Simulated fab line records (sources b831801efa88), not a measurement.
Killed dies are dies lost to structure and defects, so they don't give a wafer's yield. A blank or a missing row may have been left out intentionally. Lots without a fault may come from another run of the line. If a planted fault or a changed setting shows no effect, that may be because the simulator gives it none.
Struck lot and sound lot, side by side + flow sky130 + 19 out of 708 route steps
Sound: these wafers, L347.1, L347.5, L347.6. Wafers struck: L350.2, L350.4, L350.5. The cause is given at the end.
At each step with rows: each side's tool, then ch and its chambers, then its first start. Under that, the readings that differ: sound wafers + struck wafers + difference of the means + sigmas: that difference in standard deviations of wafers without a fault.
alike: readings with means less than 2 such deviations apart, plus words and numbers identical on both sides. not compared: withheld readings, readings lacking a value on some wafer, bounds such as >300 that could conceal the same value, and numbers that have no deviation in the record and whose values overlap.
The two part at a step that has a row with sigmas, a row that says differs or no value, or rows on one side only. Numbers that don't overlap but have no deviation are shown without sigmas and don't part them. A reading missing from all wafers of one side parts the sides only when that side holds two or more wafers.

first, 3 steps without rows for these wafers: SKY_POLY_CUT_EXPOSE_05 (exposes mask NPCM, target cd 270 nm); SKY_POLY_CUT_PEB_06; SKY_POLY_CUT_DEVELOP_07 (develop time 60 s).
SKY_POLY_CUT_CD_MEAS_08: target cd 270 nm.
  sound on cd-sem-01, day 27 02:47; struck on cd-sem-01, day 28 03:34
  alike: cd-nm
SKY_POLY_CUT_OVL_MEAS_09:
  sound on overlay-02, day 27 02:55; struck on overlay-01, day 28 03:41
  alike: POLY_CUT_OVL
SKY_POLY_CUT_ETCH_10: etches BARC in N2/H2, stops on SiO2, time 45.9 s, target depth 60 nm.
  sound on rie-diel-02 ch 0,3, day 27 02:56; struck on rie-diel-02 ch 1,2,3, day 28 03:43
  alike: drypump-motor-current-A, oes-product-au, throttle-valve-pct
  not compared: rf-hours-counter-h
SKY_POLY_CUT_ETCH_11: etches Si3N4 in CF4/CH2F2/Ar, stops on poly-Si, time 42.5 s, target depth 60 nm.
  sound on rie-diel-02 ch 0,3, day 27 02:59; struck on rie-diel-02 ch 1,2,3, day 28 03:45
  alike: ch2f2-flow-sccm, drypump-motor-current-A, oes-product-au, throttle-valve-pct
  not compared: rf-hours-counter-h
SKY_POLY_CUT_STRIP_12: strips in O2/N2.
  sound on plasma-asher-03 ch 0,1, day 27 03:01; struck on plasma-asher-03 ch 0,1, day 28 03:47
  alike: drypump-motor-current-A, oes-product-au, strip-time-to-endpoint-s
  not compared: rf-hours-counter-h
then, 4 steps without rows for these wafers: SKY_SD_P_DEHYDRATE_00 (time 60 s); SKY_SD_P_HMDS_01 (prime time 60 s); SKY_SD_P_COAT_02 (resist thk 1140 nm); SKY_SD_P_SOFTBAKE_03 (time 60 s).
SKY_SD_P_EXPOSE_04: exposes mask PSDM, target cd 380 nm.
  sound on iline-stepper-02 ch 0, day 27 18:53; struck on iline-stepper-02 ch 0, day 28 18:24
| reading                      | sound             | struck               | difference | sigmas |
|------------------------------|-------------------|----------------------|------------|--------|
| model.SD_P.overlay-x-nm (nm) | 0.358 0.358 0.358 | -52.45 -52.45 -52.45 | -52.81     |        |
  alike: mask
then, 2 steps without rows for these wafers: SKY_SD_P_PEB_05; SKY_SD_P_DEVELOP_06 (develop time 60 s).
SKY_SD_P_CD_MEAS_07: target cd 380 nm.
  sound on cd-sem-02, day 28 08:27; struck on cd-sem-02, day 29 08:13
  alike: cd-nm
SKY_SD_P_OVL_MEAS_08:
  sound on overlay-01, day 28 08:34; struck on overlay-01, day 29 08:20
| reading       | sound        | struck            | difference | sigmas |
|---------------|--------------|-------------------|------------|--------|
| SD_P_OVL (nm) | 1.1 -0.3 0.7 | -51.4 -53.2 -52.5 | -52.9      | -38    |
next, for these wafers, 1 step has no rows: SKY_SD_P_IMPLANT_09.
-- the record jumps here: 19 days lie between the struck wafers' starts before and after (it left off in module SD_P and takes up again in module PAD_OPEN, whose first step shown is number 708 of the route) --
SKY_PAD_OPEN_PROBE_99:
  rows exist in the record for the struck wafers here (prober-01, day 48 08:39), but not for the sound ones

WHERE THEY PART
Last at SKY_PAD_OPEN_PROBE_99 as far as this record goes, first at SKY_SD_P_OVL_MEAS_08.

WHY: the cause the simulator had injected
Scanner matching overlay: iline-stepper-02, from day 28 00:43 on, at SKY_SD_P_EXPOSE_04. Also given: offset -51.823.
